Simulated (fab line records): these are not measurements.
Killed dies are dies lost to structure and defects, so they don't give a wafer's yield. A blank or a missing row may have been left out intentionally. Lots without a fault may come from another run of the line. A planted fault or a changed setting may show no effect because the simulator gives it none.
fab line records :: flow sfqLine
[record]
  lots = 14
  wafers = 42
  lastDay = 87
route steps=325 shown I1@80
lots that met no fault: taken from a fault-free run of the same line
startH: start of the lot's first displayed wafer, in hours after the record's first day :: waitH: how many hours have passed since the lot's step before this one :: " repeats the value in the row above :: L1.1+2: a row that stands for several wafers :: - value missing, or start not given :: * or withheld: withheld :: < > ~ a bound
route shown NAME@n: NAME is a module with steps in the file, n the number in the route of the first one :: usual: average and standard deviation across the fault-free wafers :: same: alike in all rows :: chamber/n: place in a boat :: sites: per-site readings :: _std_site: standard deviation across them :: _edge_site: outer sites' mean less inner sites' :: radiusMm: how far each site lies from the wafer's centre :: mask NAME#n: copy n :: behind: tool/chamber where the wafer was last shaped :: hold: reason for holding the lot/hours on hold/outcome of the hold :: device: transistor that didn't switch, given as n, p or np :: end of line: tests run on the same wafers once the route is complete :: a step without rows: its recipe alone :: killed: dies that structure and defects cost at the first sort, which is not the same as the wafer's yield :: map: a wafer's dies, x killed, . not, _ none there
set.NAME: the run value of the setting; set.NAME@STEP: its run value at that earlier step :: model.NAME: the simulator's own value behind a step, which no gauge read
one table for each step of the route and one row for each wafer, over a sample of lots
services: a tool's chamber out of use, with start hour (startH, from the record's first day; less than 0 if before it), hours out, and reason
[[steps]]
[step SFQ_TRILAYER_I1_VIA_LITHO_EXPOSE_050]
[recipe]
  maskId = I1
  na = 0.6
  sourceShape = conventional
  sigmaOuter = 0.65
  targetCdNm = 500
  doseMj = 21.3
[usual]
  exposureDoseMJCm2 = 21.298/0.019
  focusOffsetNm = -0.1/0.52
  na = 0.6/0
lot.wafer: L524.4
tool: krfScanner-01
chamber: 0
startH: 557.37
waitH: -
mask: I1#0
exposureDoseMJCm2: 21.317
focusOffsetNm: 0.7
na: 0.6

lot.wafer: L524.5
tool: krfScanner-01
chamber: 0
startH: 557.37
waitH: -
mask: I1#0
exposureDoseMJCm2: 21.287
focusOffsetNm: 0.3
na: 0.6

lot.wafer: L524.6
tool: krfScanner-01
chamber: 0
startH: 557.37
waitH: -
mask: I1#0
exposureDoseMJCm2: 21.319
focusOffsetNm: 0.5
na: 0.6

lot.wafer: L525.1
tool: krfScanner-01
chamber: 0
startH: 565.54
waitH: -
mask: I1#0
exposureDoseMJCm2: 21.285
focusOffsetNm: 0.0
na: 0.6

lot.wafer: L525.2
tool: krfScanner-01
chamber: 0
startH: 565.54
waitH: -
mask: I1#0
exposureDoseMJCm2: 21.272
focusOffsetNm: -0.6
na: 0.6

lot.wafer: L525.3
tool: krfScanner-01
chamber: 0
startH: 565.54
waitH: -
mask: I1#0
exposureDoseMJCm2: 21.297
focusOffsetNm: -0.5
na: 0.6

lot.wafer: L526.1
tool: krfScanner-02
chamber: -
startH: 614.69
waitH: -
mask: I1#0
exposureDoseMJCm2: -
focusOffsetNm: -
na: -

lot.wafer: L526.2
tool: krfScanner-02
chamber: -
startH: 614.69
waitH: -
mask: I1#0
exposureDoseMJCm2: -
focusOffsetNm: -
na: -

lot.wafer: L526.6
tool: krfScanner-02
chamber: -
startH: 614.69
waitH: -
mask: I1#0
exposureDoseMJCm2: -
focusOffsetNm: -
na: -

lot.wafer: L527.1
tool: krfScanner-02
chamber: -
startH: 618.34
waitH: -
mask: I1#0
exposureDoseMJCm2: -
focusOffsetNm: -
na: -

lot.wafer: L527.2
tool: krfScanner-02
chamber: -
startH: 618.34
waitH: -
mask: I1#0
exposureDoseMJCm2: -
focusOffsetNm: -
na: -

lot.wafer: L527.4
tool: krfScanner-02
chamber: -
startH: 618.34
waitH: -
mask: I1#0
exposureDoseMJCm2: -
focusOffsetNm: -
na: -

lot.wafer: L528.3
tool: krfScanner-02
chamber: 0
startH: 621.14
waitH: -
mask: I1#0
exposureDoseMJCm2: 21.285
focusOffsetNm: -0.4
na: 0.6

lot.wafer: L528.4
tool: krfScanner-02
chamber: 0
startH: 621.14
waitH: -
mask: I1#0
exposureDoseMJCm2: 21.288
focusOffsetNm: 0.0
na: 0.6

lot.wafer: L528.5
tool: krfScanner-02
chamber: 0
startH: 621.14
waitH: -
mask: I1#0
exposureDoseMJCm2: 21.302
focusOffsetNm: -0.6
na: 0.6

lot.wafer: L536.2
tool: krfScanner-02
chamber: 0
startH: 822.41
waitH: -
mask: I1#0
exposureDoseMJCm2: 21.336
focusOffsetNm: 0.1
na: 0.6

lot.wafer: L536.3
tool: krfScanner-02
chamber: 0
startH: 822.41
waitH: -
mask: I1#0
exposureDoseMJCm2: 21.267
focusOffsetNm: 0.5
na: 0.6

lot.wafer: L536.5
tool: krfScanner-02
chamber: 0
startH: 822.41
waitH: -
mask: I1#0
exposureDoseMJCm2: 21.299
focusOffsetNm: 0.0
na: 0.6

lot.wafer: L537.1
tool: krfScanner-01
chamber: 0
startH: 827.13
waitH: -
mask: I1#0
exposureDoseMJCm2: 21.328
focusOffsetNm: -0.2
na: 0.6

lot.wafer: L537.5
tool: krfScanner-01
chamber: 0
startH: 827.13
waitH: -
mask: I1#0
exposureDoseMJCm2: 21.328
focusOffsetNm: -0.6
na: 0.6

lot.wafer: L537.6
tool: krfScanner-01
chamber: 0
startH: 827.13
waitH: -
mask: I1#0
exposureDoseMJCm2: 21.346
focusOffsetNm: -0.7
na: 0.6

lot.wafer: L539.1
tool: krfScanner-01
chamber: 0
startH: 843.48
waitH: -
mask: I1#0
exposureDoseMJCm2: 21.305
focusOffsetNm: -0.2
na: 0.6

lot.wafer: L539.2
tool: krfScanner-01
chamber: 0
startH: 843.48
waitH: -
mask: I1#0
exposureDoseMJCm2: 21.309
focusOffsetNm: 0.9
na: 0.6

lot.wafer: L539.3
tool: krfScanner-01
chamber: 0
startH: 843.48
waitH: -
mask: I1#0
exposureDoseMJCm2: 21.306
focusOffsetNm: -0.5
na: 0.6

lot.wafer: L540.2
tool: krfScanner-02
chamber: 0
startH: 859.41
waitH: -
mask: I1#0
exposureDoseMJCm2: 21.276
focusOffsetNm: -1.0
na: 0.6

lot.wafer: L540.3
tool: krfScanner-02
chamber: 0
startH: 859.41
waitH: -
mask: I1#0
exposureDoseMJCm2: 21.304
focusOffsetNm: 0.7
na: 0.6

lot.wafer: L540.6
tool: krfScanner-02
chamber: 0
startH: 859.41
waitH: -
mask: I1#0
exposureDoseMJCm2: 21.304
focusOffsetNm: -0.3
na: 0.6

lot.wafer: L542.1
tool: krfScanner-02
chamber: 0
startH: 876.01
waitH: -
mask: I1#0
exposureDoseMJCm2: 21.309
focusOffsetNm: 0.0
na: 0.6

lot.wafer: L542.4
tool: krfScanner-02
chamber: 0
startH: 876.01
waitH: -
mask: I1#0
exposureDoseMJCm2: 21.293
focusOffsetNm: -0.6
na: 0.6

lot.wafer: L542.5
tool: krfScanner-02
chamber: 0
startH: 876.01
waitH: -
mask: I1#0
exposureDoseMJCm2: 21.308
focusOffsetNm: -0.3
na: 0.6

lot.wafer: L543.3
tool: krfScanner-02
chamber: 0
startH: 883.61
waitH: -
mask: I1#0
exposureDoseMJCm2: 21.254
focusOffsetNm: -0.8
na: 0.6

lot.wafer: L543.4
tool: krfScanner-02
chamber: 0
startH: 883.61
waitH: -
mask: I1#0
exposureDoseMJCm2: 21.283
focusOffsetNm: -1.0
na: 0.6

lot.wafer: L543.6
tool: krfScanner-02
chamber: 0
startH: 883.61
waitH: -
mask: I1#0
exposureDoseMJCm2: 21.271
focusOffsetNm: -0.5
na: 0.6

lot.wafer: L545.2
tool: krfScanner-02
chamber: 0
startH: 903.81
waitH: -
mask: I1#0
exposureDoseMJCm2: 21.292
focusOffsetNm: -0.2
na: 0.6

lot.wafer: L545.3
tool: krfScanner-02
chamber: 0
startH: 903.81
waitH: -
mask: I1#0
exposureDoseMJCm2: 21.284
focusOffsetNm: -0.3
na: 0.6

lot.wafer: L545.5
tool: krfScanner-02
chamber: 0
startH: 903.81
waitH: -
mask: I1#0
exposureDoseMJCm2: 21.268
focusOffsetNm: -0.2
na: 0.6

lot.wafer: L546.2
tool: krfScanner-02
chamber: 0
startH: 907.41
waitH: -
mask: I1#0
exposureDoseMJCm2: 21.287
focusOffsetNm: -0.2
na: 0.6

lot.wafer: L546.4
tool: krfScanner-02
chamber: 0
startH: 907.41
waitH: -
mask: I1#0
exposureDoseMJCm2: 21.274
focusOffsetNm: 0.6
na: 0.6

lot.wafer: L546.6
tool: krfScanner-02
chamber: 0
startH: 907.41
waitH: -
mask: I1#0
exposureDoseMJCm2: 21.313
focusOffsetNm: 0.6
na: 0.6

lot.wafer: L547.1
tool: krfScanner-02
chamber: 0
startH: 919.46
waitH: -
mask: I1#0
exposureDoseMJCm2: 21.318
focusOffsetNm: 0.3
na: 0.6

lot.wafer: L547.3
tool: krfScanner-02
chamber: 0
startH: 919.46
waitH: -
mask: I1#0
exposureDoseMJCm2: 21.300
focusOffsetNm: 0.5
na: 0.6

lot.wafer: L547.5
tool: krfScanner-02
chamber: 0
startH: 919.46
waitH: -
mask: I1#0
exposureDoseMJCm2: 21.283
focusOffsetNm: 1.0
na: 0.6
[[services]]
tool: krfScanner-02
chamber: -
startH: 572.38
hours: 0.2
kind: repair

tool: krfScanner-01
chamber: -
startH: 576.10
hours: 1.3
kind: pm

tool: krfScanner-02
chamber: -
startH: 589.67
hours: 0.8
kind: pm

tool: krfScanner-02
chamber: -
startH: 627.65
hours: 1.6
kind: repair

tool: krfScanner-01
chamber: -
startH: 628.08
hours: 0.8
kind: repair

tool: krfScanner-02
chamber: -
startH: 639.57
hours: 0.4
kind: repair

tool: krfScanner-01
chamber: -
startH: 646.90
hours: 1.0
kind: pm

tool: krfScanner-02
chamber: -
startH: 650.82
hours: 1.0
kind: pm

tool: krfScanner-01
chamber: -
startH: 667.10
hours: 0.8
kind: pm

tool: krfScanner-02
chamber: -
startH: 672.02
hours: 1.3
kind: pm

tool: krfScanner-01
chamber: -
startH: 731.39
hours: 0.8
kind: pm

tool: krfScanner-01
chamber: -
startH: 750.98
hours: 1.3
kind: pm

tool: krfScanner-02
chamber: -
startH: 752.56
hours: 1.1
kind: repair

tool: krfScanner-02
chamber: -
startH: 757.90
hours: 0.8
kind: pm

tool: krfScanner-01
chamber: -
startH: 816.28
hours: 1.0
kind: pm

tool: krfScanner-02
chamber: -
startH: 818.81
hours: 1.0
kind: pm

tool: krfScanner-02
chamber: -
startH: 824.61
hours: 3.6
kind: pm

tool: krfScanner-01
chamber: -
startH: 828.33
hours: 7.2
kind: pm

tool: krfScanner-02
chamber: -
startH: 840.46
hours: 3.0
kind: pm

tool: krfScanner-02
chamber: -
startH: 848.32
hours: 1.3
kind: pm

tool: krfScanner-01
chamber: -
startH: 853.08
hours: 4.4
kind: pm

tool: krfScanner-01
chamber: -
startH: 860.61
hours: 0.2
kind: repair

tool: krfScanner-01
chamber: -
startH: 906.05
hours: 0.4
kind: repair

tool: krfScanner-02
chamber: -
startH: 909.61
hours: 7.2
kind: pm
[[key]]
[firstSign]
  step = SFQ_TRILAYER_I1_VIA_LITHO_EXPOSE_050
  reading = toolRecord
  direction = missing
effect none on later readings
metAt SFQ_TRILAYER_I1_VIA_LITHO_EXPOSE_050
struckLots L526,L527
[fault]
  kind = skippedStepWhole
  tool = krfScanner-02
  chamber = -
  onsetH = 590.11
  steps = SFQ_TRILAYER_I1_VIA_LITHO_EXPOSE_050
  scope = struckLotsOnly
